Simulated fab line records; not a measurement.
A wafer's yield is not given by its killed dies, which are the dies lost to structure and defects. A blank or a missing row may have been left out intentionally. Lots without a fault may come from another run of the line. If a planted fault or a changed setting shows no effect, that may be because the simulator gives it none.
2 desks, one fault ; flow sky130 ; numbers are kept per desk, each desk with only its own; the story behind them comes last

## METROLOGY DESK
What the gauges read, lot by lot, whatever tool the lot ran on: means of the sampled wafers that have a number. The brackets show how far a lot's mean lies from the usual mean; more than 4 standard deviations puts the lot out of limits, marked OUT.
Columns: A = cd nm at SKY_FIELD_ISO_CD_MEAS_13, usual 149.9 nm; B = FIELD_ISO_OXIDATION_01_THK at SKY_FIELD_ISO_THK_MEAS_23, usual 10.05 nm; C = FIELD_ISO_CVD_24_THK at SKY_FIELD_ISO_THK_MEAS_25, usual 595 nm
lot;first seen here;A;B;C
L381;day 2 05:08;151.3;10.03;602
L389;day 3 22:12;149.8;10.13;596
L390;day 4 11:41;153.4;9.84;596
L392;day 4 18:49;150.4;10.22;597
L401;day 6 13:19;149.8;9.80;600
L402;day 6 22:23;147.8;10.36;600
Finding of this desk: none of the 6 lots has anything out of limits.

## DESK OF THE TOOL OWNER: rie si-02
The tool's own readings at SKY_FIELD_ISO_ETCH_17 (etches Si in HBr/Cl2/O2, target depth 342 nm, time 97.7 s): means of the sampled wafers that have a number, for each lot that ran on this tool. The brackets show how far a lot's mean lies from the usual mean; more than 4 standard deviations puts the lot out of limits, marked OUT.
Columns: A = drypump motor current A at SKY_FIELD_ISO_ETCH_17, usual 5.8 A; B = mfc cl2 sccm at SKY_FIELD_ISO_ETCH_17, usual 39.99 sccm; C = oes product au at SKY_FIELD_ISO_ETCH_17, usual 1.003 a.u.; D = throttle valve pct at SKY_FIELD_ISO_ETCH_17, usual 25.653 %
lot;first seen here;A;B;C;D
L390;day 4 12:01;5.8;39.92;0.997;25.661
L392;day 4 19:08;5.4;40.09;1.000;25.657
L401;day 6 13:35;5.3;39.99;0.821 (-20) OUT;25.779 (+13) OUT
L402;day 6 22:40;5.9;40.00;0.901 (-11) OUT;25.715 (+6.2) OUT
This desk finds L401, L402 out of limits, L401 being first, at day 6 13:35 (oes product au at SKY_FIELD_ISO_ETCH_17). L390, L392 stayed within limits.

## TAKEN TOGETHER
An alarm could have come from the tool owner's desk at day 6 13:35, on L401, L402.
The metrology desk saw nothing out of limits.
The metrology desk has L401, L402 on record, within its limits.
Every lot named ran SKY_FIELD_ISO_ETCH_17 on rie si-02.

## WHAT WAS PUT IN BY THE SIMULATOR
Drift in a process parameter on rie si-02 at SKY_FIELD_ISO_ETCH_17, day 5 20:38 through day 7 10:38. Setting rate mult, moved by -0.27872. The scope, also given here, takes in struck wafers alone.
Struck lots among those shown: L401, L402.
Each desk's first reading out of limits, in hours after the fault started: the tool owner's desk, 17.
